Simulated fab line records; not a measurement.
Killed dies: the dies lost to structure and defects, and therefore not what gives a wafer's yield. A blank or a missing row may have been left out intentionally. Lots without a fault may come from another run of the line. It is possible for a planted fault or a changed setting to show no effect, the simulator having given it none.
A struck lot beside a sound one	flow sky130	18 steps out of a route of 708
Sound: wafers L772.1, L772.4, L772.5. Wafers struck: L785.1, L785.4, L785.5. The cause comes at the end.
Each step with rows lists, per side, the tool, then ch with its chambers, then its first start. Under that, the readings that differ: sound wafers	struck wafers	difference of the means	sigmas: that difference in standard deviations of wafers without a fault.
alike: readings whose means differ by less than 2 such deviations, and words and numbers that are the same on both sides. not compared: withheld readings, readings that some wafer has no value for, bounds like >300 that may hide the same value, and numbers for which the record gives no deviation and whose values overlap.
A row with sigmas, a row that says differs or no value, or rows on one side alone: a step with any of these is where the two part. When numbers do not overlap yet have no deviation, they are printed without sigmas and do not part them. A reading that every wafer of one side lacks parts them only if that side has two wafers or more.

SKY_LDD_HVP_STRIP_09: strips in O2/N2.
  sound on plasma asher-04 ch 1, day 23 11:11; struck on plasma asher-02 ch 0,1, day 28 12:26
  alike: chamber pressure mTorr, drypump motor current A, oes product au, strip time to endpoint s
  not compared: rf hours counter h
SKY_LDD_HVP_TW_MEAS_10:
  sound: film metro-01 at day 23 11:17; struck: film metro-04 at day 28 12:32
  alike: LDD_HVP_TW
then, 7 steps without rows for these wafers: SKY_LDD_LDN_DEHYDRATE_00 (time 60 s); SKY_LDD_LDN_HMDS_01 (prime time 60 s); SKY_LDD_LDN_COAT_02 (resist thk 1140 nm); SKY_LDD_LDN_SOFTBAKE_03 (time 60 s); SKY_LDD_LDN_EXPOSE_04 (exposes mask LDNTM, target cd 700 nm); SKY_LDD_LDN_PEB_05; SKY_LDD_LDN_DEVELOP_06 (develop time 60 s).
SKY_LDD_LDN_OVL_MEAS_07:
  sound: overlay-02 at day 24 17:43; struck: overlay-02 at day 29 17:04
  alike: LDD_LDN_OVL
then, 2 steps without rows for these wafers: SKY_LDD_LDN_IMPLANT_08; SKY_LDD_LDN_IMPLANT_09.
SKY_LDD_LDN_IMPLANT_10:
  sound on implanter-02 ch 0, day 24 18:04; struck on implanter-02 ch 0, day 29 17:25
reading	sound	struck	difference	sigmas
dose ions cm2	1.25e+13 1.2517e+13 1.2503e+13	5.773e+12 5.782e+12 5.765e+12	-6.733e+12	-99 or more
faraday current uA	67.5 70.3 69.3	33.3 32.6 32.5	-36.2	-24
following that, these wafers have no rows for 1 step: SKY_LDD_LDN_IMPLANT_11.
SKY_LDD_LDN_STRIP_12: strips in O2/N2.
  sound on plasma asher-01 ch 0,1, day 24 18:22; struck on plasma asher-01 ch 0,1, day 29 17:43
  alike: chamber pressure mTorr, drypump motor current A, oes product au, strip time to endpoint s
  not compared: rf hours counter h
SKY_LDD_LDN_TW_MEAS_13:
  sound: film metro-01 at day 24 18:28; struck: film metro-01 at day 29 17:49
reading	sound	struck	difference	sigmas
LDD_LDN_TW	1468 1466 1463	1407 1409 1415	-55	-7
then, 1 step without rows for these wafers: SKY_LDD_LDN_CLEAN_14 (cleans in SC1/SC2, time 150 s).
-- here the record skips 21 days between the struck wafers' starts before and after, leaving off in module LDD_LDN and picking up in module PAD_OPEN (first step shown: number 708 of the route) --
SKY_PAD_OPEN_PROBE_99:
  sound: prober-01 at day 47 01:11; struck: prober-01 at day 50 06:22
reading	sound	struck	difference	sigmas
model.etest.tip sonos.rs ohm sq	2587 2648 2609	2848 2857 2824	+228	
  alike: killed_at_M0_to_M3, killed_at_M4_up, killed at contacts, killed at front end, killed at other, killed dies, killed on rim, killed open, killed short

## WHERE THEY PART
Last at SKY_LDD_LDN_TW_MEAS_13 as far as this record goes, first at SKY_LDD_LDN_IMPLANT_10. Later steps at which nothing parts them and some readings are alike: SKY_PAD_OPEN_PROBE_99.

WHY: the cause the simulator had injected
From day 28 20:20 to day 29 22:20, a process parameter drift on implanter-02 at SKY_LDD_LDN_IMPLANT_10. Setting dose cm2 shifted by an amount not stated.
